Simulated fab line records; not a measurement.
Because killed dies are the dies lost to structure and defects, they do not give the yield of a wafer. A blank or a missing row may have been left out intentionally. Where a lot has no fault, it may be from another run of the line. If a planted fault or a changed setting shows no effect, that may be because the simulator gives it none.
What tool caused it? :: flow gf180mcu :: 36 wafers from 13 lots sampled at 6 of the route's 602 steps

## WHAT EACH GAUGE READ, for each wafer
GF_PSD_RS_MEAS_14: a four-point-probe measurement. Usual: NSD_RS gives 46.15 ohm/sq (standard deviation 0.11).
lot: L234
measured: day 14 03:46
on: film-metro-02
NSD_RS (ohm/sq): 46.16 46.11 46.09
flag: 

lot: L235
measured: day 14 13:05
on: film-metro-02
NSD_RS (ohm/sq): 46.08 46.13 46.21
flag: 

lot: L237
measured: day 15 17:15
on: film-metro-03
NSD_RS (ohm/sq): 46.18 46.14 46.15
flag: 

lot: L242
measured: day 17 06:28
on: film-metro-03
NSD_RS (ohm/sq): 41.61 46.13
flag: OFF

lot: L243
measured: day 17 17:35
on: film-metro-03
NSD_RS (ohm/sq): 45.98 41.43
flag: OFF

lot: L245
measured: day 18 00:59
on: film-metro-04
NSD_RS (ohm/sq): 41.74 46.19
flag: OFF

lot: L249
measured: day 19 10:51
on: film-metro-04
NSD_RS (ohm/sq): 46.20 46.18 46.18
flag: 

lot: L252
measured: day 20 19:49
on: film-metro-02
NSD_RS (ohm/sq): 46.04 46.05 46.11
flag: 

lot: L253
measured: day 21 02:55
on: film-metro-04
NSD_RS (ohm/sq): 46.28 46.31 46.34
flag: 

lot: L254
measured: day 21 09:49
on: film-metro-02
NSD_RS (ohm/sq): 46.13 46.04 46.06
flag: 

lot: L255
measured: day 21 14:46
on: film-metro-04
NSD_RS (ohm/sq): 46.04 46.21 46.19
flag: 

lot: L256
measured: day 21 20:33
on: film-metro-04
NSD_RS (ohm/sq): 46.20 46.22 46.16
flag: 

lot: L257
measured: day 22 12:19
on: film-metro-02
NSD_RS (ohm/sq): 46.07 45.99 46.08
flag: 

GF_PSD_RS_MEAS_15: a four-point-probe measurement. Usual: PSD_RS gives 108.59 ohm/sq (standard deviation 0.28).
lot: L234
measured: day 14 03:53
on: film-metro-02
PSD_RS (ohm/sq): 108.55 108.63 108.30
flag: 

lot: L235
measured: day 14 13:13
on: film-metro-02
PSD_RS (ohm/sq): 108.35 108.25 108.61
flag: 

lot: L237
measured: day 15 17:22
on: film-metro-03
PSD_RS (ohm/sq): 108.44 108.65 108.75
flag: 

lot: L242
measured: day 17 06:35
on: film-metro-03
PSD_RS (ohm/sq): 100.03 108.34
flag: OFF

lot: L243
measured: day 17 17:43
on: film-metro-03
PSD_RS (ohm/sq): 108.11 100.39
flag: OFF

lot: L245
measured: day 18 01:06
on: film-metro-04
PSD_RS (ohm/sq): 100.51 109.02
flag: OFF

lot: L249
measured: day 19 10:58
on: film-metro-04
PSD_RS (ohm/sq): 108.48 108.78 108.32
flag: 

lot: L252
measured: day 20 19:56
on: film-metro-02
PSD_RS (ohm/sq): 108.19 108.31 108.90
flag: 

lot: L253
measured: day 21 03:02
on: film-metro-04
PSD_RS (ohm/sq): 109.04 108.87 109.13
flag: 

lot: L254
measured: day 21 09:56
on: film-metro-02
PSD_RS (ohm/sq): 108.21 108.25 108.32
flag: 

lot: L255
measured: day 21 14:53
on: film-metro-04
PSD_RS (ohm/sq): 108.81 108.56 108.69
flag: 

lot: L256
measured: day 21 20:40
on: film-metro-04
PSD_RS (ohm/sq): 108.99 108.89 108.94
flag: 

lot: L257
measured: day 22 12:26
on: film-metro-02
PSD_RS (ohm/sq): 108.21 108.23 108.34
flag: 

GF_V1_BOW_MEAS_05. Usual: V1_BOW gives 81 um (standard deviation 8.4).
lot: L234
measured: day 17 01:11
on: film-metro-02
V1_BOW (um): 74 84 79
flag: 

lot: L235
measured: day 17 11:49
on: film-metro-04
V1_BOW (um): 89 86 89
flag: 

lot: L237
measured: day 18 17:53
on: film-metro-04
V1_BOW (um): 84 68 75
flag: 

lot: L242
measured: day 20 11:53
on: film-metro-02
V1_BOW (um): 91 81
flag: 

lot: L243
measured: day 20 23:13
on: film-metro-04
V1_BOW (um): 80 86
flag: 

lot: L245
measured: day 21 06:00
on: film-metro-02
V1_BOW (um): 84 82
flag: 

lot: L249
measured: day 22 15:38
on: film-metro-04
V1_BOW (um): 75 72 85
flag: 

lot: L252
measured: day 24 07:08
on: film-metro-02
V1_BOW (um): 94 82 75
flag: 

lot: L253
measured: day 24 11:04
on: film-metro-02
V1_BOW (um): 68 80 70
flag: 

lot: L254
measured: day 24 13:30
on: film-metro-01
V1_BOW (um): 94 88 97
flag: 

lot: L255
measured: day 24 16:26
on: film-metro-04
V1_BOW (um): 85 77 77
flag: 

lot: L256
measured: day 24 17:47
on: film-metro-01
V1_BOW (um): 77 87 70
flag: 

lot: L257
measured: day 25 13:56
on: film-metro-04
V1_BOW (um): 77 78 75
flag: 

## EACH LOT AND THE TOOL THAT RAN IT (in order: tool; ch and the chambers of the sampled wafers; start)
lot: L234
GF_PSD_RTA_13: rtp-anneal-02 ch 0, day 14 03:40
GF_M1_METAL_ETCH_16: rie-metal-02 ch 0,1, day 16 23:57
GF_V1_CVD_02: pecvd-01 ch 0,1,2, day 17 00:44

lot: L235
GF_PSD_RTA_13: rtp-anneal-02 ch 0, day 14 12:59
GF_M1_METAL_ETCH_16: rie-metal-02 ch 0,1, day 17 10:34
GF_V1_CVD_02: pecvd-02 ch 0,1, day 17 11:20

lot: L237
GF_PSD_RTA_13: rtp-anneal-01 ch 0, day 15 17:10
GF_M1_METAL_ETCH_16: rie-metal-03 ch 0, day 18 16:40
GF_V1_CVD_02: pecvd-04 ch 0,1,2, day 18 17:28

lot: L242
GF_PSD_RTA_13: rtp-anneal-02 ch 0, day 17 06:22
GF_M1_METAL_ETCH_16: rie-metal-01 ch 0,1, day 20 10:34
GF_V1_CVD_02: pecvd-04 ch 0,1, day 20 11:26

lot: L243
GF_PSD_RTA_13: rtp-anneal-02 ch 0, day 17 17:30
GF_M1_METAL_ETCH_16: rie-metal-01 ch 0,1, day 20 21:58
GF_V1_CVD_02: pecvd-02 ch 0, day 20 22:44

lot: L245
GF_PSD_RTA_13: rtp-anneal-02 ch 0, day 18 00:53
GF_M1_METAL_ETCH_16: rie-metal-02 ch 0, day 21 04:45
GF_V1_CVD_02: pecvd-02 ch 1,2, day 21 05:33

lot: L249
GF_PSD_RTA_13: rtp-anneal-01 ch 0, day 19 10:46
GF_M1_METAL_ETCH_16: rie-metal-02 ch 0,1, day 22 14:21
GF_V1_CVD_02: pecvd-01 ch 0,2, day 22 15:12

lot: L252
GF_PSD_RTA_13: rtp-anneal-02 ch 0, day 20 19:43
GF_M1_METAL_ETCH_16: rie-metal-02 ch 0,1, day 24 05:34
GF_V1_CVD_02: pecvd-01 ch 1,2, day 24 06:42

lot: L253
GF_PSD_RTA_13: rtp-anneal-02 ch 0, day 21 02:50
GF_M1_METAL_ETCH_16: rie-metal-02 ch 0,1, day 24 09:30
GF_V1_CVD_02: pecvd-01 ch 0,1,2, day 24 10:38

lot: L254
GF_PSD_RTA_13: rtp-anneal-02 ch 0, day 21 09:44
GF_M1_METAL_ETCH_16: rie-metal-02 ch 1, day 24 12:05
GF_V1_CVD_02: pecvd-01 ch 0,1, day 24 13:03

lot: L255
GF_PSD_RTA_13: rtp-anneal-02 ch 0, day 21 14:41
GF_M1_METAL_ETCH_16: rie-metal-01 ch 0,1, day 24 14:51
GF_V1_CVD_02: pecvd-04 ch 0,1,2, day 24 15:59

lot: L256
GF_PSD_RTA_13: rtp-anneal-01 ch 0, day 21 20:28
GF_M1_METAL_ETCH_16: rie-metal-01 ch 0,1, day 24 16:09
GF_V1_CVD_02: pecvd-04 ch 0,2, day 24 17:21

lot: L257
GF_PSD_RTA_13: rtp-anneal-02 ch 0, day 22 12:14
GF_M1_METAL_ETCH_16: rie-metal-01 ch 0,1, day 25 12:42
GF_V1_CVD_02: pecvd-02 ch 0,1,2, day 25 13:30
- GF_PSD_RTA_13: time 20 s.
- GF_M1_METAL_ETCH_16: etches the open film in Cl2/BCl3, stops on SiO2, target depth 750.8 nm, time 125.1 s.
- GF_V1_CVD_02: deposits SiO2 from TEOS, target thk 850 nm, time 94.851 s.

## WHAT THE TOOLS THEMSELVES READ (means of the sampled wafers that have a number; where no wafer has one, the mark that the record gives instead)
GF_PSD_RTA_13. Usual: lamp-power-pct 36.2 %, standard deviation 0.7; run-length-s 48.6 s, standard deviation 0.46; wafer_temp_C_max 1029.1, standard deviation 1.5.
lot: L234
tool: rtp-anneal-02
lamp-power-pct (%): 36.7
run-length-s (s): 48.5
wafer_temp_C_max: 1027.4
flag: 

lot: L235
tool: rtp-anneal-02
lamp-power-pct (%): 36.6
run-length-s (s): 48.8
wafer_temp_C_max: 1028.3
flag: 

lot: L237
tool: rtp-anneal-01
lamp-power-pct (%): 35.2
run-length-s (s): 48.6
wafer_temp_C_max: 1031.4
flag: 

lot: L242
tool: rtp-anneal-02
lamp-power-pct (%): 36.7
run-length-s (s): 61.6
wafer_temp_C_max: 1028.0
flag: OFF

lot: L243
tool: rtp-anneal-02
lamp-power-pct (%): 36.7
run-length-s (s): 61.7
wafer_temp_C_max: 1028.6
flag: OFF

lot: L245
tool: rtp-anneal-02
lamp-power-pct (%): 36.7
run-length-s (s): 61.9
wafer_temp_C_max: 1028.7
flag: OFF

lot: L249
tool: rtp-anneal-01
lamp-power-pct (%): 35.2
run-length-s (s): 48.9
wafer_temp_C_max: 1030.7
flag: 

lot: L252
tool: rtp-anneal-02
lamp-power-pct (%): 36.6
run-length-s (s): 48.6
wafer_temp_C_max: 1028.5
flag: 

lot: L253
tool: rtp-anneal-02
lamp-power-pct (%): 36.7
run-length-s (s): 48.5
wafer_temp_C_max: 1027.9
flag: 

lot: L254
tool: rtp-anneal-02
lamp-power-pct (%): 36.7
run-length-s (s): 48.6
wafer_temp_C_max: 1027.8
flag: 

lot: L255
tool: rtp-anneal-02
lamp-power-pct (%): 36.7
run-length-s (s): 48.4
wafer_temp_C_max: 1028.3
flag: 

lot: L256
tool: rtp-anneal-01
lamp-power-pct (%): 35.2
run-length-s (s): 48.7
wafer_temp_C_max: 1030.0
flag: 

lot: L257
tool: rtp-anneal-02
lamp-power-pct (%): 36.6
run-length-s (s): 48.5
wafer_temp_C_max: 1027.8
flag: 

GF_M1_METAL_ETCH_16. Usual: bcl3-flow-sccm 40.05 sccm, standard deviation 0.12; drypump-motor-current-A 5.77 A, standard deviation 0.23; he-backside-leak-sccm 3.3 sccm, standard deviation 0.34; oes-product-au 0.992 a.u., standard deviation 0.005; throttle-valve-pct 28.228 %, standard deviation 0.0096.
lot: L234
tool: rie-metal-02
bcl3-flow-sccm (sccm): 40.00
drypump-motor-current-A (A): 5.88
he-backside-leak-sccm (sccm): 3.5
oes-product-au (a.u.): 0.994
throttle-valve-pct (%): 28.226
flag: 

lot: L235
tool: rie-metal-02
bcl3-flow-sccm (sccm): 40.01
drypump-motor-current-A (A): 5.88
he-backside-leak-sccm (sccm): 3.5
oes-product-au (a.u.): 0.993
throttle-valve-pct (%): 28.225
flag: 

lot: L237
tool: rie-metal-03
bcl3-flow-sccm (sccm): 40.14
drypump-motor-current-A (A): 5.84
he-backside-leak-sccm (sccm): 3.2
oes-product-au (a.u.): 0.995
throttle-valve-pct (%): 28.223
flag: 

lot: L242
tool: rie-metal-01
bcl3-flow-sccm (sccm): 40.02
drypump-motor-current-A (A): 5.56
he-backside-leak-sccm (sccm): 3.5
oes-product-au (a.u.): 0.990
throttle-valve-pct (%): 28.227
flag: 

lot: L243
tool: rie-metal-01
bcl3-flow-sccm (sccm): 39.89
drypump-motor-current-A (A): 5.56
he-backside-leak-sccm (sccm): 3.3
oes-product-au (a.u.): 0.996
throttle-valve-pct (%): 28.234
flag: 

lot: L245
tool: rie-metal-02
bcl3-flow-sccm (sccm): 39.98
drypump-motor-current-A (A): 5.78
he-backside-leak-sccm (sccm): 3.2
oes-product-au (a.u.): 1.000
throttle-valve-pct (%): 28.221
flag: 

lot: L249
tool: rie-metal-02
bcl3-flow-sccm (sccm): 40.11
drypump-motor-current-A (A): 5.86
he-backside-leak-sccm (sccm): 3.4
oes-product-au (a.u.): 0.992
throttle-valve-pct (%): 28.228
flag: 

lot: L252
tool: rie-metal-02
bcl3-flow-sccm (sccm): 40.13
drypump-motor-current-A (A): 5.83
he-backside-leak-sccm (sccm): 3.4
oes-product-au (a.u.): 0.986
throttle-valve-pct (%): 28.230
flag: 

lot: L253
tool: rie-metal-02
bcl3-flow-sccm (sccm): 40.01
drypump-motor-current-A (A): 5.85
he-backside-leak-sccm (sccm): 3.2
oes-product-au (a.u.): 0.991
throttle-valve-pct (%): 28.235
flag: 

lot: L254
tool: rie-metal-02
bcl3-flow-sccm (sccm): 40.06
drypump-motor-current-A (A): 5.91
he-backside-leak-sccm (sccm): 3.3
oes-product-au (a.u.): 0.990
throttle-valve-pct (%): 28.225
flag: 

lot: L255
tool: rie-metal-01
bcl3-flow-sccm (sccm): 39.93
drypump-motor-current-A (A): 5.53
he-backside-leak-sccm (sccm): 3.3
oes-product-au (a.u.): 0.987
throttle-valve-pct (%): 28.232
flag: 

lot: L256
tool: rie-metal-01
bcl3-flow-sccm (sccm): 40.13
drypump-motor-current-A (A): 5.59
he-backside-leak-sccm (sccm): 3.4
oes-product-au (a.u.): 0.992
throttle-valve-pct (%): 28.228
flag: 

lot: L257
tool: rie-metal-01
bcl3-flow-sccm (sccm): 40.03
drypump-motor-current-A (A): 5.51
he-backside-leak-sccm (sccm): 3.3
oes-product-au (a.u.): 0.993
throttle-valve-pct (%): 28.222
flag: 

GF_V1_CVD_02. Usual: 660 W for heater-power-w, sd 100.
lot: L234
tool: pecvd-01
heater-power-w (W): 637
flag: 

lot: L235
tool: pecvd-02
heater-power-w (W): 611
flag: 

lot: L237
tool: pecvd-04
heater-power-w (W): 643
flag: 

lot: L242
tool: pecvd-04
heater-power-w (W): 613
flag: 

lot: L243
tool: pecvd-02
heater-power-w (W): 554
flag: 

lot: L245
tool: pecvd-02
heater-power-w (W): 738
flag: 

lot: L249
tool: pecvd-01
heater-power-w (W): 572
flag: 

lot: L252
tool: pecvd-01
heater-power-w (W): 593
flag: 

lot: L253
tool: pecvd-01
heater-power-w (W): 644
flag: 

lot: L254
tool: pecvd-01
heater-power-w (W): 706
flag: 

lot: L255
tool: pecvd-04
heater-power-w (W): 627
flag: 

lot: L256
tool: pecvd-04
heater-power-w (W): 678
flag: 

lot: L257
tool: pecvd-02
heater-power-w (W): 733
flag: 

## THE ANSWER, worked out from the rows above alone
Rule: a lot is off if the mean of its wafers that have a number lies more than 3 standard deviations from the usual mean. A lot without any number at a reading at which 4 lots or more have one is off too. Any other lot the step has rows for is counted as sound. After the gauges, taken in route order, come the tools' own readings; for these a lot's mean is taken, as printed above. At the first step where some lot is off, the reading lying furthest off is the one used; lots without a number count as furthest.
Off: L242, L243, L245, at GF_PSD_RS_MEAS_14 (NSD_RS).
If a tool, at a process step before that reading, ran all the lots that are off and no sound lot after the first of them, it fits. The gauges at GF_PSD_RS_MEAS_14 aren't tried: what is off there is off at GF_PSD_RTA_13 too, on other tools, and a gauge's error can't cause that. Of those tried, none fits.

## WHAT THE SIMULATOR HAD INSERTED
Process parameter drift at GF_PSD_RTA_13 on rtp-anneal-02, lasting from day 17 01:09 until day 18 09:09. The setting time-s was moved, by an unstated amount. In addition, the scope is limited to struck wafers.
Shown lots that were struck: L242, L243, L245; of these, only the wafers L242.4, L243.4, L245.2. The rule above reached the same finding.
